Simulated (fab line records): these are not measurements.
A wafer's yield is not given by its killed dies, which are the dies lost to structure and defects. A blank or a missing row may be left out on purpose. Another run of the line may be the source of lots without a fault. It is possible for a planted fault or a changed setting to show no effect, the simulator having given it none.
fab line records	flow sky130
record lots=6	wafers=18	last_day=50
route steps=708 shown VIA3@586 METAL4@598 PAD_OPEN@708
lots that met no fault: taken from a fault-free run of the same line
start_h: hours from the record's first day to the start of the lot's first wafer shown	wait_h: time in hours since the lot's previous step	" same as the row above	L1.1+2: a single row standing in for several wafers	- no value present, or no start provided	* or withheld: withheld	< > ~ a bound
route shown NAME@n: names a module that has steps shown in the file, with the first one's number in the route	usual: mean/standard deviation of fault-free wafers	same: alike in all rows	chamber/n: place in a boat	sites: each site's reading	_std_site: standard deviation of those values	_edge_site: the outer-site mean with the inner-site mean subtracted	radius_mm: for every site, how far away it sits from the centre of the wafer	mask NAME#n: copy n	behind: tool/chamber where the wafer was last shaped	hold: reason for holding the lot/hours on hold/outcome of the hold	device: the n, p or np transistor that did not switch	end of line: the tests these same wafers got at the end of their route	for a step that has no rows: nothing shown but its recipe	killed: not the wafer's yield, but the dies lost to structure and defects at the first sort	map: the dies of a wafer, with x for killed, . for not killed, _ for no die there
set.NAME: the setting as run; set.NAME@STEP: as run at that earlier step	model.NAME: the simulator's own value behind a step, which no gauge read
certain route steps with their lots: each step a table, each wafer a row
services: from which hour (start_h, from the record's first day; less than 0 if before it) a tool's chamber was out of use, for how many hours, and why
## steps
# step SKY_VIA3_OVL_MEAS_13
# usual VIA3_OVL=-1/5.8
lot.wafer	tool	chamber	start_h	wait_h	VIA3_OVL[nm]
L753.1	overlay-01	-	949.30	0.1	4
L753.5	"	-	"	"	-2
L753.6	"	-	"	"	-6
L754.2	overlay-02	-	951.67	0.1	1
L754.3	"	-	"	"	-8
L754.4	"	-	"	"	8
L762.3	overlay-02	-	1001.72	0.1	1
L762.4	"	-	"	"	-3
L762.6	"	-	"	"	-1
L763.2	overlay-01	-	1009.90	0.1	-2
L763.4	"	-	"	"	-6
L763.5	"	-	"	"	-1
L770.1	overlay-02	-	1054.50	0.1	2
L770.2	"	-	"	"	-8
L770.3	"	-	"	"	2
L775.3	overlay-01	-	1091.71	0.1	1
L775.4	"	-	"	"	3
L775.6	"	-	"	"	3
# step SKY_VIA3_ETCH_14
# recipe chemistry=N2/H2	target=BARC	ion_energy_ev=200	source_w=500	bias_w=100	pressure_mtorr=30	n2_flow_sccm=100	h2_flow_sccm=200	stop_on=SiO2	time_s=45.9	target_depth_a=600
# usual drypump_motor_current_A=6.0/0.49	oes_product_au=0.856/0.0051	throttle_valve_pct=13.226/0.0098
lot.wafer	tool	chamber	start_h	wait_h	drypump_motor_current_A	oes_product_au	rf_hours_counter_h	throttle_valve_pct
L753.1	rie_diel-03	3	949.34	0.0	5.2	0.864	3	13.224
L753.5	"	3	"	"	5.2	0.855	-	13.243
L753.6	"	2	"	"	6.5	0.857	-	13.232
L754.2	rie_diel-01	0	951.70	0.0	5.7	0.844	23	13.226
L754.3	"	1	"	"	6.3	0.857	18	13.233
L754.4	"	2	"	"	6.2	0.862	13	13.216
L762.3	rie_diel-04	2	1001.75	0.0	6.8	0.863	15	13.221
L762.4	"	0	"	"	5.9	0.853	9	13.225
L762.6	"	0	"	"	5.9	0.857	-	13.230
L763.2	rie_diel-01	2	1009.93	0.0	6.2	0.851	15	13.213
L763.4	"	0	"	"	5.7	0.853	25	13.246
L763.5	"	0	"	"	5.7	0.860	-	13.217
L770.1	rie_diel-04	2	1054.54	0.0	6.9	0.858	17	13.219
L770.2	"	0	"	"	5.9	0.848	11	13.222
L770.3	"	1	"	"	5.5	0.855	7	13.223
L775.3	rie_diel-04	2	1091.74	0.0	6.9	0.848	18	13.229
L775.4	"	3	"	"	6.0	0.850	17	13.225
L775.6	"	3	"	"	6.0	0.851	-	13.224
# step SKY_VIA3_ETCH_15
# recipe target=SiO2	chemistry=C4F8/O2/Ar	target_depth_nm=507	stop_on=TiN	mask_material=KrF-thick	source_w=1500	bias_w=1200	pressure_mtorr=40	c4f8_flow_sccm=withheld	O2_flow_sccm=6	Ar_flow_sccm=300	time_s=78
# usual oes_product_au=0.945/0.0051
lot.wafer	tool	chamber	start_h	wait_h	oes_product_au	rf_hours_counter_h
L753.1	rie_diel-03	3	949.38	0.0	0.943	3
L753.5	"	3	"	"	0.943	-
L753.6	"	2	"	"	0.949	-
L754.2	rie_diel-01	0	951.74	0.0	0.946	23
L754.3	"	1	"	"	0.948	18
L754.4	"	2	"	"	0.940	13
L762.3	rie_diel-04	2	1001.79	0.0	0.952	15
L762.4	"	0	"	"	0.940	9
L762.6	"	0	"	"	0.938	-
L763.2	rie_diel-01	2	1009.98	0.0	0.935	15
L763.4	"	0	"	"	0.950	25
L763.5	"	0	"	"	0.944	-
L770.1	rie_diel-04	2	1054.58	0.0	0.943	17
L770.2	"	0	"	"	0.952	11
L770.3	"	1	"	"	0.942	7
L775.3	rie_diel-04	2	1091.78	0.0	0.943	18
L775.4	"	3	"	"	0.946	17
L775.6	"	3	"	"	0.946	-
# step SKY_VIA3_STRIP_16
# recipe chemistry=O2/N2	power_w=1400	pressure_mtorr=1500	platen_temp_c=withheld	o2_flow_sccm=3000	n2_flow_sccm=300	overash_fraction=0.5
# step SKY_VIA3_STRIP_17
# recipe chemistry=post_etch_residue_remover	time_s=1200	temp_c=72.5
# step SKY_VIA3_CLEAN_18
# recipe chemistry=IPA	time_s=180	temp_c=25
# step SKY_VIA3_CLEAN_19
# recipe chemistry=O3/DIW	dry=n2_spin
# step SKY_VIA3_SPUTTER_20
# recipe material=TiN	target_thk_nm=20	chamber_pressure_pa=5	power_w=4000	time_s=76.36
# usual cathode_dc_power_W=4000.0/0.7	throttle_valve_pct=30.7/1.1
lot.wafer	tool	chamber	start_h	wait_h	cathode_dc_power_W	throttle_valve_pct
L753.1	pvd_sputter-01	-	950.04	0.0	3999.5	31.3
L753.5	"	-	"	"	3999.7	31.7
L753.6	"	-	"	"	3999.2	30.4
L754.2	pvd_sputter-03	-	952.40	0.0	4000.1	29.1
L754.3	"	-	"	"	3999.6	29.4
L754.4	"	-	"	"	4000.0	31.1
L762.3	pvd_sputter-01	-	1002.44	0.0	3999.9	32.5
L762.4	"	-	"	"	4000.6	31.4
L762.6	"	-	"	"	4000.2	30.5
L763.2	pvd_sputter-03	-	1010.64	0.0	4000.5	29.6
L763.4	"	-	"	"	4000.4	31.0
L763.5	"	-	"	"	4000.8	31.1
L770.1	pvd_sputter-02	-	1055.23	0.0	4001.1	30.2
L770.2	"	-	"	"	4000.0	32.3
L770.3	"	-	"	"	3999.7	29.1
L775.3	pvd_sputter-02	-	1092.44	0.0	4001.0	31.7
L775.4	"	-	"	"	4000.5	32.1
L775.6	"	-	"	"	4000.9	30.1
# step SKY_VIA3_CVD_21
# recipe material=W	target_thk_nm=390	time_s=117.31	temp_c=400	pressure_torr=40
# usual heater_power_w=919/150	susceptor_temp_C=400.00/0.24
lot.wafer	tool	chamber	start_h	wait_h	heater_power_w	susceptor_temp_C
L753.1	cvd_w-02	1	950.10	0.0	766	400.01
L753.5	"	0	"	"	943	400.11
L753.6	"	1	"	"	751	399.52
L754.2	cvd_w-02	1	952.46	0.0	767	400.07
L754.3	"	1	"	"	743	399.98
L754.4	"	0	"	"	920	400.09
L762.3	cvd_w-02	1	1002.54	0.1	754	400.09
L762.4	"	0	"	"	944	400.20
L762.6	"	1	"	"	741	400.46
L763.2	cvd_w-02	0	1010.70	0.0	928	400.15
L763.4	"	1	"	"	751	399.64
L763.5	"	1	"	"	759	399.79
L770.1	cvd_w-02	1	1055.29	0.0	744	399.69
L770.2	"	0	"	"	948	399.82
L770.3	"	1	"	"	736	400.06
L775.3	cvd_w-01	0	1092.54	0.1	851	399.74
L775.4	"	1	"	"	1144	399.35
L775.6	"	0	"	"	843	400.17
# step SKY_VIA3_RS_MEAS_22
# recipe thk_meas_gauge=four-point-probe	reads=W_of_VIA3_CVD_21+TiN_of_VIA3_SPUTTER_20
# usual VIA3_W_RS=0.293/0.0054
lot.wafer	tool	chamber	start_h	wait_h	VIA3_W_RS[ohm/sq]
L753.1	film_metro-04	-	950.22	0.1	0.291
L753.5	"	-	"	"	0.299
L753.6	"	-	"	"	0.292
L754.2	film_metro-03	-	952.60	0.1	0.295
L754.3	"	-	"	"	0.295
L754.4	"	-	"	"	0.300
L762.3	film_metro-02	-	1002.66	0.1	0.286
L762.4	"	-	"	"	0.294
L762.6	"	-	"	"	0.290
L763.2	film_metro-04	-	1010.84	0.1	0.301
L763.4	"	-	"	"	0.289
L763.5	"	-	"	"	0.291
L770.1	film_metro-03	-	1055.44	0.1	0.286
L770.2	"	-	"	"	0.278
L770.3	"	-	"	"	0.285
L775.3	film_metro-03	-	1092.66	0.1	0.293
L775.4	"	-	"	"	0.291
L775.6	"	-	"	"	0.294
# step SKY_VIA3_THK_MEAS_23
# recipe thk_meas_gauge=xrf	reads=W_of_VIA3_CVD_21
# usual VIA3_W_THK=397/8.1
lot.wafer	tool	chamber	start_h	wait_h	VIA3_W_THK[nm]
L753.1	film_metro-04	-	950.34	0.1	397
L753.5	"	-	"	"	384
L753.6	"	-	"	"	397
L754.2	film_metro-03	-	952.71	0.1	391
L754.3	"	-	"	"	392
L754.4	"	-	"	"	385
L762.3	film_metro-02	-	1002.76	0.1	402
L762.4	"	-	"	"	390
L762.6	"	-	"	"	393
L763.2	film_metro-04	-	1010.95	0.1	386
L763.4	"	-	"	"	400
L763.5	"	-	"	"	399
L770.1	film_metro-03	-	1055.56	0.1	409
L770.2	"	-	"	"	420
L770.3	"	-	"	"	409
L775.3	film_metro-03	-	1092.76	0.1	397
L775.4	"	-	"	"	396
L775.6	"	-	"	"	396
# step SKY_VIA3_CMP_24
# recipe stop_on=SiO2	t_overpolish_s=20	down_force_psi=3.5	platen_rpm=60	target_thk_nm=0	pad_velocity_m_s=0.94248
# step SKY_METAL4_SPUTTER_00
# recipe material=Ti	target_thk_nm=15	power_w=3000	time_s=10	chamber_pressure_pa=0.4
# usual cathode_dc_power_W=3000.0/0.58	throttle_valve_pct=30.8/1
lot.wafer	tool	chamber	start_h	wait_h	cathode_dc_power_W	throttle_valve_pct	model.Ti_of_METAL4_SPUTTER_00.thk_nm
L753.1	pvd_sputter-02	-	950.70	0.2	3001.4	30.1	14.91
L753.5	"	-	"	"	3000.2	32.2	15.02
L753.6	"	-	"	"	3000.5	30.2	14.92
L754.2	pvd_sputter-01	-	953.06	0.1	2999.5	32.3	14.9
L754.3	"	-	"	"	2999.3	31.2	14.92
L754.4	"	-	"	"	2999.6	30.8	14.86
L762.3	pvd_sputter-02	-	1003.10	0.1	2323.9	30.2	11.57
L762.4	"	-	"	"	2323.0	31.9	11.63
L762.6	"	-	"	"	2323.6	31.9	11.38
L763.2	pvd_sputter-02	-	1011.30	0.2	2322.3	30.0	11.47
L763.4	"	-	"	"	2323.4	32.0	11.66
L763.5	"	-	"	"	2323.0	29.9	11.38
L770.1	pvd_sputter-04	-	1056.04	0.1	3000.3	30.5	14.89
L770.2	"	-	"	"	3000.6	29.2	14.77
L770.3	"	-	"	"	2999.5	30.1	14.76
L775.3	pvd_sputter-04	-	1093.10	0.2	3000.9	30.1	14.99
L775.4	"	-	"	"	2999.9	30.5	15.05
L775.6	"	-	"	"	3001.2	31.2	14.91
# step SKY_METAL4_SPUTTER_01
# recipe material=TiN	target_thk_nm=20	power_w=6500	time_s=16.7	chamber_pressure_pa=0.4
# usual cathode_dc_power_W=6500.0/1.1	throttle_valve_pct=30.7/1
lot.wafer	tool	chamber	start_h	wait_h	cathode_dc_power_W	throttle_valve_pct
L753.1	pvd_sputter-02	-	950.72	0.0	6499.2	30.1
L753.5	"	-	"	"	6502.3	32.3
L753.6	"	-	"	"	6500.3	30.4
L754.2	pvd_sputter-01	-	953.08	0.0	6498.9	32.2
L754.3	"	-	"	"	6502.3	31.2
L754.4	"	-	"	"	6500.1	30.5
L762.3	pvd_sputter-02	-	1003.13	0.0	6497.2	30.1
L762.4	"	-	"	"	6500.8	32.2
L762.6	"	-	"	"	6498.7	31.8
L763.2	pvd_sputter-02	-	1011.32	0.0	6500.3	30.1
L763.4	"	-	"	"	6499.3	32.1
L763.5	"	-	"	"	6499.1	30.2
L770.1	pvd_sputter-04	-	1056.06	0.0	6501.7	30.6
L770.2	"	-	"	"	6499.8	29.1
L770.3	"	-	"	"	6500.4	30.2
L775.3	pvd_sputter-04	-	1093.13	0.0	6499.6	30.0
L775.4	"	-	"	"	6499.9	30.6
L775.6	"	-	"	"	6502.0	31.0
# step SKY_PAD_OPEN_PROBE_99
# usual defect_limited_yield=82.5/2.1	killed_at_M0_to_M3=43/6.8	killed_at_M4_up=3.2/1.7	killed_at_contacts=24/5.6	killed_at_front_end=15/4.7	killed_at_other=0.3/0.59	killed_dies=86/10	killed_open=47/6.8	killed_short=39/6.4	sort_bin_3_pad_short=0.9/0.42	sort_bin_5_function=10.5/1.6	sort_bin_6_memory=6.2/1.1	sort_n_pass=406/10	sort_yield_pct=82.5/2.1
# same gross_dies=492	killed_at_back_side=0	sort_bin_4_leakage[%]=0	sort_bin_8_speed[%]=0
lot.wafer	tool	chamber	start_h	wait_h	defect_limited_yield[%]	killed_at_M0_to_M3	killed_at_M4_up	killed_at_contacts	killed_at_front_end	killed_at_other	killed_dies	killed_open	killed_short	sort_bin_3_pad_short[%]	sort_bin_5_function[%]	sort_bin_6_memory[%]	sort_n_pass	sort_yield_pct[%]
L753.1	prober-01	-	1091.76	0.1	81.7	46	1	23	20	0	90	52	38	1.4	11.2	5.7	402	81.7
L753.5	prober-01	-	1091.96	0.2	80.3	51	3	23	20	0	97	55	42	1.2	12.0	6.5	395	80.3
L753.6	prober-01	-	1092.01	0.2	83.1	55	4	12	12	0	83	48	35	1.2	11.2	4.5	409	83.1
L754.2	prober-01	-	1096.95	0.1	79.5	44	5	33	19	0	101	58	43	0.8	12.8	6.9	391	79.5
L754.3	prober-01	-	1097.00	0.2	84.6	42	1	18	15	0	76	41	35	1.2	8.5	5.7	416	84.6
L754.4	prober-01	-	1097.05	0.2	80.3	48	4	20	25	0	97	46	50	0.8	11.6	7.3	395	80.3
L762.3	prober-02	-	1135.79	0.2	85.8	39	3	18	9	1	70	39	30	0.6	7.7	5.9	422	85.8
L762.4	prober-02	-	1135.84	0.2	81.1	45	4	28	16	0	93	51	42	1.0	11.2	6.7	399	81.1
L762.6	prober-02	-	1135.94	0.2	83.7	43	4	19	14	0	80	43	37	0.2	9.1	6.9	412	83.7
L763.2	prober-01	-	1144.36	0.1	78.7	42	4	30	29	0	105	61	44	0.8	12.6	7.9	387	78.7
L763.4	prober-01	-	1144.46	0.2	87.0	33	2	16	13	0	64	34	30	0.6	7.1	5.3	428	87.0
L763.5	prober-01	-	1144.51	0.2	81.9	44	2	29	14	0	89	47	42	0.6	9.6	7.9	403	81.9
L770.2	prober-02	-	1180.61	0.1	87.4	29	2	14	17	0	62	29	33	1.2	7.5	3.9	430	87.4
L775.3	prober-01	-	1206.56	0.2	81.5	38	2	36	14	1	91	49	42	1.0	12.2	5.3	401	81.5
L775.4	prober-01	-	1206.61	0.2	81.1	48	5	28	12	0	93	52	41	0.4	12.2	6.3	399	81.1
L775.6	prober-01	-	1206.71	0.2	83.9	48	0	17	14	0	79	48	31	0.8	9.6	5.7	413	83.9
# killed by level:class
L753.1 VIA1:geometric_particle:open=12 VIA2:geometric_particle:open=8 CONTACT:geometric_particle:open=7 METAL2:geometric_particle:short=7 FIELD_ISO:geometric_particle:open=5 CONTACT:geometric_particle:short=5 LOCAL_INTERCONNECT:geometric_particle:short=5 VIA3:geometric_particle:open=5
L753.5 VIA1:geometric_particle:open=16 CONTACT:geometric_particle:open=10 FIELD_ISO:geometric_particle:open=8 VIA1:geometric_particle:short=8 METAL2:geometric_particle:short=7 VIA2:geometric_particle:open=6 LOCAL_INTERCONNECT:geometric_particle:short=5 FIELD_ISO:geometric_particle:short=4
L753.6 VIA1:geometric_particle:open=13 VIA1:geometric_particle:short=8 METAL2:geometric_particle:short=8 CONTACT:geometric_particle:open=6 VIA2:geometric_particle:open=6 VIA3:geometric_particle:open=6 METAL1:geometric_particle:short=5 METAL1:geometric_particle:open=5
L754.2 CONTACT:geometric_particle:open=16 VIA1:geometric_particle:open=8 LI_CONTACT:geometric_particle:open=7 FIELD_ISO:geometric_particle:short=6 CONTACT:geometric_particle:short=6 VIA3:geometric_particle:open=6 METAL1:geometric_particle:short=5 VIA1:geometric_particle:short=5
L754.3 VIA1:geometric_particle:open=15 FIELD_ISO:geometric_particle:open=6 LI_CONTACT:geometric_particle:open=6 CONTACT:geometric_particle:open=6 POLY_GATE:geometric_particle:short=5 METAL1:geometric_particle:short=5 VIA2:geometric_particle:short=5 VIA3:geometric_particle:short=4
L754.4 FIELD_ISO:geometric_particle:short=9 VIA3:geometric_particle:open=8 VIA2:geometric_particle:open=7 CONTACT:geometric_particle:short=7 CONTACT:geometric_particle:open=7 METAL1:geometric_particle:short=7 METAL2:geometric_particle:short=7 VIA1:geometric_particle:open=6
L762.3 CONTACT:geometric_particle:open=8 VIA1:geometric_particle:open=8 LI_CONTACT:geometric_particle:open=6 METAL1:geometric_particle:short=6 VIA2:geometric_particle:open=6 VIA3:geometric_particle:open=4 VIA1:geometric_particle:short=4 FIELD_ISO:geometric_particle:open=3
L762.4 CONTACT:geometric_particle:open=13 VIA1:geometric_particle:open=11 CONTACT:geometric_particle:short=6 METAL1:geometric_particle:short=6 VIA1:geometric_particle:short=5 METAL2:geometric_particle:short=5 LI_CONTACT:geometric_particle:open=4 LOCAL_INTERCONNECT:geometric_particle:short=4
L762.6 VIA1:geometric_particle:open=12 LI_CONTACT:geometric_particle:open=7 METAL3:geometric_particle:short=6 CONTACT:geometric_particle:open=5 POLY_GATE:geometric_particle:short=4 CONTACT:geometric_particle:short=4 METAL1:geometric_particle:short=4 VIA1:geometric_particle:short=4
L763.2 CONTACT:geometric_particle:open=11 VIA2:geometric_particle:open=9 LI_CONTACT:geometric_particle:open=8 FIELD_ISO:geometric_particle:open=7 FIELD_ISO:geometric_particle:short=7 POLY_GATE:geometric_particle:short=7 CONTACT:geometric_particle:short=7 VIA1:geometric_particle:open=7
L763.4 VIA1:geometric_particle:open=8 FIELD_ISO:geometric_particle:open=7 CONTACT:geometric_particle:open=7 CONTACT:geometric_particle:short=5 VIA1:geometric_particle:short=4 VIA2:geometric_particle:open=4 METAL2:geometric_particle:short=4 METAL3:geometric_particle:short=4
L763.5 LI_CONTACT:geometric_particle:open=11 CONTACT:geometric_particle:open=8 VIA1:geometric_particle:short=8 VIA1:geometric_particle:open=7 METAL2:geometric_particle:short=7 VIA2:geometric_particle:open=6 POLY_GATE:geometric_particle:short=5 CONTACT:geometric_particle:short=5
L770.2 VIA1:geometric_particle:open=7 METAL2:geometric_particle:short=5 FIELD_ISO:geometric_particle:short=4 LI_CONTACT:geometric_particle:open=4 METAL1:geometric_particle:short=4 POLY_GATE:geometric_particle:open=3 POLY_GATE:geometric_particle:short=3 CONTACT:geometric_particle:open=3
L775.3 LI_CONTACT:geometric_particle:open=11 CONTACT:geometric_particle:open=9 CONTACT:geometric_particle:short=8 VIA1:geometric_particle:open=7 FIELD_ISO:geometric_particle:short=6 FIELD_ISO:geometric_particle:open=5 VIA1:geometric_particle:short=5 VIA3:geometric_particle:open=5
L775.4 CONTACT:geometric_particle:open=10 VIA1:geometric_particle:open=8 METAL1:geometric_particle:short=7 LI_CONTACT:geometric_particle:open=6 VIA2:geometric_particle:open=6 POLY_GATE:geometric_particle:open=5 VIA2:geometric_particle:short=5 VIA1:geometric_particle:short=5
L775.6 VIA1:geometric_particle:open=12 VIA3:geometric_particle:open=10 METAL2:geometric_particle:short=9 LI_CONTACT:geometric_particle:open=6 CONTACT:geometric_particle:open=5 FIELD_ISO:geometric_particle:open=4 POLY_GATE:geometric_particle:short=4 METAL3:geometric_particle:short=4
## services
tool	chamber	start_h	hours	kind
rie_diel-01	0	953.63	3.6	repair
pvd_sputter-02	-	961.41	1.0	repair
cvd_w-02	-	962.80	6.9	pm
rie_diel-04	3	966.61	9.7	repair
rie_diel-03	3	969.89	10.9	repair
rie_diel-04	2	979.52	9.5	repair
pvd_sputter-04	2	995.46	-	consumable_replace:kit
pvd_sputter-04	2	995.46	18.0	scheduled_down
pvd_sputter-04	2	995.46	18.0	vent_cycle
rie_diel-03	-	995.83	4.3	pm
pvd_sputter-04	-	1003.23	9.5	repair
pvd_sputter-02	1	1024.09	-	consumable_replace:kit
pvd_sputter-02	1	1024.09	18.0	scheduled_down
pvd_sputter-02	1	1024.09	18.0	vent_cycle
pvd_sputter-04	-	1027.26	2.3	repair
cvd_w-02	0	1035.15	-	calibration
pvd_sputter-04	-	1042.01	5.0	repair
pvd_sputter-03	0	1042.15	-	consumable_replace:kit
pvd_sputter-03	-	1059.42	3.0	repair
rie_diel-04	3	1065.48	12.2	repair
rie_diel-01	3	1066.40	14.3	repair
rie_diel-04	0	1068.33	2.3	repair
rie_diel-01	0	1085.67	3.6	repair
rie_diel-03	-	1087.25	9.0	repair
## key
first_sign step=SKY_METAL4_SPUTTER_00	reading=cathode_dc_power_W	direction=down	sigmas=99+	usual=3000.0	struck=2323.2
effect none on later readings
model_effect step=SKY_METAL4_SPUTTER_00	value=Ti_of_METAL4_SPUTTER_00.thk_nm	without=14.9	struck=11.51
met_at SKY_METAL4_SPUTTER_00
struck_wafers L762.3,L762.4,L762.6,L763.2,L763.4,L763.5
onset_between 950.70 1003.10
fault kind=process_parameter_drift	tool=pvd_sputter-02	chamber=-	onset_h=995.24	steps=SKY_METAL4_SPUTTER_00	channel=power_w	offset=*	shape=step	end_h=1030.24	acts_in=*	stated=*
